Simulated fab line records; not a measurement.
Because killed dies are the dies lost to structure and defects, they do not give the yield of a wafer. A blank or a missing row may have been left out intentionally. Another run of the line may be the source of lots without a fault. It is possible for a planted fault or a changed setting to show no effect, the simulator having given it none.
The tool behind it: which one? | flow gf180mcu | Sampling: 6 lots, 18 wafers, 2 of 602 route steps

WHAT THE GAUGES READ, wafer by wafer
GF_TOP_METAL_OVL_MEAS_15.
lot  | measured     | on         | TOP_METAL_OVL (nm)
L685 | day 28 11:14 | overlay-02 | 0.3 -0.2 -1.1
L689 | day 30 04:10 | overlay-02 | 0.3 0.0 1.1
L695 | day 31 07:10 | overlay-01 | 0.4 -2.0 -2.5
L703 | day 33 07:10 | overlay-01 | -1.8 -1.5 -2.0
L706 | day 34 03:55 | overlay-01 | -1.6 1.0 1.8
L707 | day 34 07:31 | overlay-02 | -1.8 -3.2 -3.2

WHAT TOOL EACH LOT RAN ON (gives the tool, then ch and the chambers of the sampled wafers, and finally the start)
lot  | GF_MIM_SPUTTER_08
L685 | pvd sputter-03, day 24 22:03
L689 | pvd sputter-02, day 26 19:25
L695 | pvd sputter-02, day 28 00:17
L703 | pvd sputter-04, day 30 08:04
L706 | pvd sputter-04, day 31 07:20
L707 | pvd sputter-02, day 31 12:28
- GF_MIM_SPUTTER_08: material AlCu, target thk 200 nm, time 10.6 s.

THE ANSWER, worked out from the rows above alone
Rule: the lots themselves supply what counts as usual. Put in order of their means at a reading, lots are off if they are a third of the lots or fewer, leave a main group of 4 or more, and stand apart from it by a gap of 3 or more times the standard deviation of the main group's means; of several such gaps the widest counts. The tables above print the reading to a certain number of digits; a main group whose means all agree to those digits is not used. Also off: a lot with no number at a reading for which 4 or more lots have one. The other lots that the step has rows for count as sound.
No lot is off at any reading shown: from this, nothing can be told.

WHAT HAD BEEN PUT IN BY THE SIMULATOR
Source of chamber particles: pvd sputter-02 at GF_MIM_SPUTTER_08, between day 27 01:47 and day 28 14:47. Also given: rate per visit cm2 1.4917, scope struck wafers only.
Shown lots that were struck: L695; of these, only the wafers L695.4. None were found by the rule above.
